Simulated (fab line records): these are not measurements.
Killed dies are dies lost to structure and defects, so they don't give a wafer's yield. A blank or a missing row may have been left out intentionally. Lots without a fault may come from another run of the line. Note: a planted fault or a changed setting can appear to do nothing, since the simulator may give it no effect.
Which tool did it? ; flow gf180mcu ; Sampling: 11 lots, 33 wafers, 5 of 602 route steps

== WHAT THE GAUGES SHOWED, per wafer ==
GF_V4_RS_MEAS_24: a four-point-probe measurement. Usual: for V4_W_RS the level is 0.3265 ohm/sq and the standard deviation is 0.003.
lot;measured;on;V4_W_RS (ohm/sq);flag
L449;day 23 23:20;film metro-01;0.3341 0.3282 0.3299;
L451;day 25 19:40;film metro-03;0.3287 0.3210 0.3260;
L452;day 25 20:41;film metro-04;0.3257 0.1976 0.1964;OFF
L453;day 26 09:55;film metro-04;0.3272 0.3276 0.1958;OFF
L462;day 28 19:35;film metro-01;0.3294 0.3300 0.3344;
L463;day 29 10:44;film metro-01;0.3278 0.3281 0.3262;
L464;day 29 19:05;film metro-04;0.3256 0.3285 0.3238;
L467;day 30 11:34;film metro-01;0.3226 0.3250 0.3257;
L468;day 30 12:55;film metro-03;0.3282 0.3271 0.3287;
L469;day 30 18:22;film metro-03;0.3263 0.3225 0.3216;
L470;day 31 03:20;film metro-03;0.3228 0.3249 0.3249;

GF_V4_THK_MEAS_25: measures by xrf. Usual: for V4_W_THK the level is 357 nm and the standard deviation is 3.7.
lot;measured;on;V4_W_THK (nm);flag
L449;day 23 23:27;film metro-01;352 356 356;
L451;day 25 19:47;film metro-03;351 362 356;
L452;day 25 20:48;film metro-04;358 - -;
L453;day 26 10:02;film metro-04;352 351 -;
L462;day 28 19:41;film metro-01;356 354 350;
L463;day 29 10:51;film metro-01;356 353 356;
L464;day 29 19:13;film metro-04;355 352 354;
L467;day 30 11:40;film metro-01;360 357 355;
L468;day 30 13:02;film metro-03;357 359 358;
L469;day 30 18:29;film metro-03;359 363 364;
L470;day 31 03:26;film metro-03;362 362 361;

== WHAT TOOL EACH LOT RAN ON (gives the tool, then ch and the chambers of the sampled wafers, and finally the start) ==
lot;GF_M4_METAL_ETCH_16;GF_V4_CVD_02;GF_V4_CVD_23
L449;rie metal-01 ch 0,1, day 22 22:44;pecvd-01 ch 0,1, day 22 23:32;cvd w-01 ch 0,1, day 23 23:13
L451;rie metal-02 ch 0,1, day 24 20:03;pecvd-03 ch 0,1,2, day 24 20:50;cvd w-02 ch 0, day 25 19:26
L452;rie metal-03 ch 1, day 24 21:00;pecvd-03 ch 1,2, day 24 21:52;cvd w-02 ch 0, day 25 20:28
L453;rie metal-03 ch 0,1, day 25 11:14;pecvd-01 ch 0,2, day 25 12:02;cvd w-02 ch 0,1, day 26 09:48
L462;rie metal-02 ch 0,1, day 27 22:08;pecvd-03 ch 0,1,2, day 27 23:00;cvd w-01 ch 0,1, day 28 19:27
L463;rie metal-03 ch 1, day 28 13:05;pecvd-01 ch 1,2, day 28 13:52;cvd w-02 ch 1, day 29 10:37
L464;rie metal-03 ch 0,1, day 28 21:20;pecvd-03 ch 0,1, day 28 22:07;cvd w-01 ch 0,1, day 29 18:58
L467;rie metal-03 ch 0,1, day 29 14:41;pecvd-01 ch 0,1,2, day 29 15:28;cvd w-02 ch 0,1, day 30 11:26
L468;rie metal-01 ch 0,1, day 29 16:08;pecvd-04 ch 0,1, day 29 16:56;cvd w-02 ch 0,1, day 30 12:49
L469;rie metal-03 ch 0,1, day 29 21:35;pecvd-01 ch 0,1, day 29 22:26;cvd w-02 ch 0,1, day 30 18:15
L470;rie metal-03 ch 0,1, day 30 06:05;pecvd-03 ch 0,1,2, day 30 06:53;cvd w-02 ch 1, day 31 03:12
- GF_M4_METAL_ETCH_16: etches the open film in Cl2/BCl3, stops on SiO2, target depth 750.8 nm, time 125.1 s.
- GF_V4_CVD_02: deposits SiO2 from TEOS, target thk 850 nm, time 94.851 s.
- GF_V4_CVD_23: deposits W, target thk 350 nm, time 104.9 s.

== AS READ BY THE TOOLS THEMSELVES (means over the sampled wafers that have a number; for cases with no such wafer, the mark the record gives instead) ==
GF_M4_METAL_ETCH_16. Usual: drypump motor current A 5.8 A, standard deviation 0.68; oes product au 0.986 a.u., standard deviation 0.0066; throttle valve pct 28.234 %, standard deviation 0.0096.
lot;tool;drypump motor current A (A);oes product au (a.u.);throttle valve pct (%);flag
L449;rie metal-01;5.7;0.985;28.236;
L451;rie metal-02;6.1;0.994;28.232;
L452;rie metal-03;6.5;0.972;28.247;
L453;rie metal-03;5.9;0.985;28.237;
L462;rie metal-02;6.1;0.989;28.227;
L463;rie metal-03;6.5;0.985;28.239;
L464;rie metal-03;5.4;0.991;28.232;
L467;rie metal-03;5.4;0.986;28.227;
L468;rie metal-01;6.0;0.981;28.236;
L469;rie metal-03;5.9;0.983;28.241;
L470;rie metal-03;5.9;0.989;28.229;

GF_V4_CVD_02. Usual: heater power w at 675 W, with a standard deviation of 98.
lot;tool;heater power w (W);flag
L449;pecvd-01;674;
L451;pecvd-03;688;
L452;pecvd-03;713;
L453;pecvd-01;678;
L462;pecvd-03;704;
L463;pecvd-01;624;
L464;pecvd-03;771;
L467;pecvd-01;672;
L468;pecvd-04;629;
L469;pecvd-01;669;
L470;pecvd-03;648;

GF_V4_CVD_23. Usual: heater power w at 826 W, with a standard deviation of 100.
lot;tool;heater power w (W);flag
L449;cvd w-01;899;
L451;cvd w-02;701;
L452;cvd w-02;699;
L453;cvd w-02;758;
L462;cvd w-01;938;
L463;cvd w-02;772;
L464;cvd w-01;933;
L467;cvd w-02;720;
L468;cvd w-02;765;
L469;cvd w-02;749;
L470;cvd w-02;788;

== THE ANSWER, worked out from the rows above alone ==
Rule: take the mean of a lot's wafers that have a number; if it is more than 3 standard deviations from the usual mean, the lot is off. A lot without any number at a reading at which 4 lots or more have one is off too. All remaining lots with rows at the step are treated as sound. After the gauges, taken in route order, come the tools' own readings; for these a lot's mean is taken, as printed above. At the first step where some lot is off, the reading lying furthest off is the one used; lots without a number count as furthest.
Off: at GF_V4_RS_MEAS_24 (V4_W_RS), L452, L453.
If a tool, at a process step before that reading, ran all the lots that are off and no sound lot after the first of them, it fits. The gauges at GF_V4_RS_MEAS_24 are tried like those tools. None of those tried fits.

== WHAT THE SIMULATOR PUT IN ==
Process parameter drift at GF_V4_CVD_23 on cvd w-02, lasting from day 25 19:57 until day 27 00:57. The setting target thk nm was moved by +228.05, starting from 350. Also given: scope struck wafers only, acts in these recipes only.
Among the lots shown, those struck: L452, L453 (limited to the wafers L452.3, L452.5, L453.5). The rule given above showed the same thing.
